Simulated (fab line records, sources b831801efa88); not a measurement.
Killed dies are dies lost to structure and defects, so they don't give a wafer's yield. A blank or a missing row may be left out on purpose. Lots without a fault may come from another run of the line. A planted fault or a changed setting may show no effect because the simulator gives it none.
A struck lot beside a sound one | flow sky130 | 36 steps out of a route of 708
Sound: wafers L130.2, L130.4, L130.6. Struck: wafer L128.6. (L128.3 of the same lot was not struck and is left out.) The cause comes at the end.
At each step with rows: each side's tool, then ch and its chambers, then its first start. Under that, the readings that differ: sound wafers | struck wafers | difference of the means | sigmas: that difference in standard deviations of wafers without a fault.
alike: readings whose means differ by less than 2 such deviations, and words and numbers that are the same on both sides. not compared: withheld readings, readings that some wafer has no value for, bounds like >300 that may hide the same value, and numbers for which the record gives no deviation and whose values overlap.
The two part at a step that has a row with sigmas, a row that says differs or no value, or rows on one side only. Numbers that don't overlap but have no deviation are shown without sigmas and don't part them. A reading that every wafer of one side lacks parts them only if that side has two wafers or more.

first, 1 step without rows for these wafers: SKY_METAL2_DEVELOP_14 (develop time 60 s).
SKY_METAL2_CD_MEAS_15: target cd 140 nm.
  sound on cd_sem-01, day 39 06:59; struck on cd_sem-02, day 39 02:38
  reading    | sound             | struck | difference | sigmas
  cd_nm (nm) | 137.6 138.8 138.6 | 144.3  | +6.0       | +4
SKY_METAL2_OVL_MEAS_16:
  sound on overlay-01, day 39 07:06; struck on overlay-01, day 39 02:44
  alike: METAL2_OVL
then, 1 step without rows for these wafers: SKY_METAL2_DESCUM_17 (chemistry O2, time 8 s).
SKY_METAL2_ETCH_18: etches BARC in N2/H2, stops on SiO2, time 45.9 s, target depth 60 nm.
  sound on rie_metal-01 ch 0,1, day 39 07:10; struck on rie_metal-01 ch 1, day 39 02:49
  alike: drypump_motor_current_A, oes_product_au, throttle_valve_pct
  not compared: rf_hours_counter_h
SKY_METAL2_METAL_ETCH_19: etches the open film in Cl2/BCl3, stops on SiO2, target depth 360 nm, time 78 s.
  sound on rie_metal-01 ch 0,1, day 39 07:13; struck on rie_metal-01 ch 1, day 39 02:53
  alike: drypump_motor_current_A, oes_product_au, throttle_valve_pct
  not compared: rf_hours_counter_h
then, 5 steps without rows for these wafers: SKY_METAL2_STRIP_20 (strips in O2/N2); SKY_METAL2_STRIP_21 (strips in post etch residue remover, time 1200 s); SKY_METAL2_CLEAN_22 (cleans in IPA, time 180 s); SKY_METAL2_CLEAN_23 (cleans in O3/DIW); SKY_VIA2_HDPCVD_00 (deposits SiO2, target thk 1180 nm, time 196.7 s).
SKY_VIA2_THK_MEAS_01:
  sound on film_metro-04, day 39 08:06; struck on film_metro-04, day 39 03:50
  alike: VIA2_HDPCVD_THK
SKY_VIA2_CMP_02: polishes SiO2.
  sound on cmp-02 ch 1,3, day 39 08:11; struck on cmp-01 ch 2, day 39 03:52
  reading                                  | sound             | struck | difference | sigmas
  motor_current_A (A)                      | 9.2 11.5 9.6      | 13.2   | +3.1       | +2
  model.SiO2_of_VIA2_HDPCVD_00.thk_nm (nm) | 496.5 496.3 496.3 | 617.8  | +121.4     |
  alike: edge_zone_pressure_frac
SKY_VIA2_BOW_MEAS_03:
  sound on film_metro-04, day 39 08:31; struck on film_metro-02, day 39 04:13
  alike: VIA2_BOW
then, 8 steps without rows for these wafers: SKY_VIA2_DEHYDRATE_04 (time 60 s); SKY_VIA2_HMDS_05 (prime time 60 s); SKY_VIA2_COAT_06 (resist thk 60 nm); SKY_VIA2_COAT_07 (resist thk 450 nm); SKY_VIA2_SOFTBAKE_08 (time 90 s); SKY_VIA2_EXPOSE_09 (exposes mask VIM2, target cd 200 nm); SKY_VIA2_PEB_10; SKY_VIA2_DEVELOP_11 (develop time 60 s).
SKY_VIA2_CD_MEAS_12: target cd 200 nm.
  sound on cd_sem-02, day 40 07:47; struck on cd_sem-01, day 40 03:46
  reading    | sound             | struck | difference | sigmas
  cd_nm (nm) | 201.3 201.0 202.5 | 197.4  | -4.2       | -3
SKY_VIA2_OVL_MEAS_13:
  sound on overlay-02, day 40 07:54; struck on overlay-02, day 40 03:51
  reading       | sound    | struck | difference | sigmas
  VIA2_OVL (nm) | -7 -7 -9 | 8      | +16        | +3
SKY_VIA2_ETCH_14: etches BARC in N2/H2, stops on SiO2, time 45.9 s, target depth 60 nm.
  sound on rie_diel-03 ch 0,1,2, day 40 07:56; struck on rie_diel-03 ch 0, day 40 03:52
  alike: drypump_motor_current_A, oes_product_au, throttle_valve_pct
  not compared: rf_hours_counter_h
SKY_VIA2_ETCH_15: etches SiO2 in C4F8/O2/Ar, stops on TiN, target depth 546 nm, time 84 s.
  sound on rie_diel-03 ch 0,1,2, day 40 07:58; struck on rie_diel-03 ch 0, day 40 03:55
  reading                          | sound             | struck | difference | sigmas
  oes_product_au (a.u.)            | 0.940 0.934 0.945 | 0.991  | +0.051     | +10
  model.VIA2.feature_depth_nm (nm) | 496.5 496.3 496.3 | 539.2  | +42.8      |
  model.etch.depth_nm (nm)         | 496.5 496.3 496.3 | 539.2  | +42.8      |
  not compared: rf_hours_counter_h
then, 4 steps without rows for these wafers: SKY_VIA2_STRIP_16 (strips in O2/N2); SKY_VIA2_STRIP_17 (strips in post etch residue remover, time 1200 s); SKY_VIA2_CLEAN_18 (cleans in IPA, time 180 s); SKY_VIA2_CLEAN_19 (cleans in O3/DIW).
SKY_VIA2_SPUTTER_20: material TiN, target thk 20 nm, time 80 s.
  sound on pvd_sputter-01, day 40 08:44; struck on pvd_sputter-03, day 40 04:38
  alike: chamber_pressure_pa, throttle_valve_pct
SKY_VIA2_CVD_21: deposits W, target thk 420 nm, time 126.4 s.
  sound on cvd_w-02 ch 0,1, day 40 08:48; struck on cvd_w-02 ch 0, day 40 04:44
  alike: heater_power_outer_w, heater_power_w
SKY_VIA2_CMP_24: polishes, stops on SiO2, t overpolish 20 s, target thk 0 nm.
  sound on cmp-02 ch 0,1,2, day 40 09:07; struck on cmp-01 ch 2, day 40 05:06
  reading                                  | sound             | struck | difference | sigmas
  motor_current_A (A)                      | 8.7 9.8 11.1      | 12.5   | +2.6       | +2
  model.SiO2_of_VIA2_HDPCVD_00.thk_nm (nm) | 492.1 491.9 491.9 | 613.4  | +121.4     |
  alike: edge_zone_pressure_frac
SKY_METAL3_SPUTTER_00: material Ti, target thk 15 nm, time 10 s.
  the record has rows for the sound wafers here (pvd_sputter-01, day 40 09:25) and none for the struck ones
SKY_METAL3_SPUTTER_01: material TiN, target thk 20 nm, time 16.7 s.
  the record has rows for the sound wafers here (pvd_sputter-01, day 40 09:26) and none for the struck ones
-- the record jumps here: 8 days lie between the struck wafers' starts before and after (it left off in module METAL3 and takes up again in module PAD_OPEN, whose first step shown is number 708 of the route) --
SKY_PAD_OPEN_PROBE_99:
  sound on prober-01, day 49 00:59; struck on prober-01, day 48 14:32
  reading                                | sound | struck | difference | sigmas
  model.etest.met1_comb.under_floor      | 0 0 0 | 1      | +1         |
  model.etest.pfet_01v8.under_floor      | 0 0 0 | 1      | +1         |
  model.etest.res_xhigh_po.open          | 0 0 0 | 1      | +1         |
  model.etest.tip_sonos.open             | 0 0 0 | 1      | +1         |
  model.etest.tip_p.open                 | 0 0 0 | 1      | +1         |
  model.etest.pfet_g5v0d10v5.under_floor | 0 0 0 | 1      | +1         |
  model.etest.cap_thin_oxide.open        | 0 0 0 | 1      | +1         |
  model.etest.cap_poly_to_well.open      | 0 0 0 | 1      | +1         |

WHERE THEY PART
First at SKY_METAL2_CD_MEAS_15; last, within this record, at SKY_METAL3_SPUTTER_01.

WHY: what the simulator had put in
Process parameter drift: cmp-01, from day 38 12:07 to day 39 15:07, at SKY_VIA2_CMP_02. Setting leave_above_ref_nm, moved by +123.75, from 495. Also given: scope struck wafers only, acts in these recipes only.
